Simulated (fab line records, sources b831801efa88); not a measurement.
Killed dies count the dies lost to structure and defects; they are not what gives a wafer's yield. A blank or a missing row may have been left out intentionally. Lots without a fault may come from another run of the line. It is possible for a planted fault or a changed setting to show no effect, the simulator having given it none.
8D (eight disciplines) problem report, filled in by code	flow sky130	the parts of the form that need people (team, actions taken, sign-off) are left out

## 1. WHAT IS WRONG
Wafers free of any fault read 1432 (standard deviation 9.9) for LDD_HVN_TW at SKY_LDD_HVN_TW_MEAS_10, against a mean of 1284 on 6 wafers of 2 lots. That is -15 standard deviations from the usual mean.
First seen on wafer L184.1, day 22 18:47, on filmMetro-03. Wafers with a number at this step in the record: 36, from 12 lots. By rule, "out" or "out of limits" means more than 4 standard deviations away from the usual mean. The other wafers with a number count as sound.

## 2. WHAT THIS IS AND IS NOT
question	is	is not
which readings at this step	LDD_HVN_TW	-
which lots	L184, L186	L177, L179, L180, L181, L189, L192, L196, L197, L198, L199
which wafers of those lots	all that have a number	-
read on which gauges	filmMetro-03	filmMetro-01, filmMetro-02
when	from day 22 18:47	up to then (12 sound wafers); but 18 sound wafers of L189, L192, L196, L197, L198, L199 came after

## 3. WHAT RULES OUT EACH SUSPECT
Counting: a tool stays on the suspect list if, at a process step up to the reading, it processed all lots that are out and no sound lot following the first of them.
- ruled out: the gauge at SKY_LDD_HVN_TW_MEAS_10. All the wafers that are out were read on filmMetro-03, but those of them that SKY_LDD_HVN_IMPLANT_08 has rows for are out there too, on other tools.
- rtpAnneal-01 at SKY_NWELL_RTA_28 (time 30 s): ruled out as a lasting fault. Sound lots L189, L199 ran on it after its first lot that is out, L184 (day 7 00:46).
- implanter-02 at SKY_LDD_HVN_IMPLANT_08: ruled out as a lasting fault. Sound lots L196, L197 ran on it after its first lot that is out, L184 (day 22 18:32).
Left after counting: nothing in the record.

## 4. THE CAUSE (what the simulator had put in)
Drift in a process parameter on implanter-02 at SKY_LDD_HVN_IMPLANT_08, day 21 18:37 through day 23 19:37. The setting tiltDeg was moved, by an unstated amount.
The count ruled it out by mistake, since the rule takes a fault to strike every lot its tool runs from the start of the fault on, and this one did not do so.

## 5. THE EFFECT CHAIN, in route order
Each row: a reading where the mean over the struck wafers with a number is more than 3 standard deviations away from the usual. Scope: only readings with a usual standard deviation given in the record; hours: median across lots of the time from each lot's start at the first step in this table that gives one to its start at this step; sigmas: change in usual standard deviations.
hours	step	reading	usual	on struck wafers	change	sigmas
0	SKY_LDD_HVN_IMPLANT_08	tiltDeg	40.002 degrees	0.017	-39.985	-99 or more
0	SKY_LDD_HVN_TW_MEAS_10	LDD_HVN_TW	1432	1284	-148	-15
Its process steps:
- SKY_LDD_HVN_IMPLANT_08
At these later measuring or inspecting steps, every struck wafer for which the step has a row has a number for every such reading, and none has moved that far: SKY_LDD_HVP_OVL_MEAS_07.

## 6. HOW IT WOULD HAVE BEEN CAUGHT EARLIER
In this record the first reading out of limits at a measuring or inspecting step was taken at day 22 18:47, 24 hours after the fault began at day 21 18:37.
Tool's own readings at SKY_LDD_HVN_IMPLANT_08, tiltDeg: out on all struck wafers the step has rows for; an alarm limit on them would have tripped on the first.
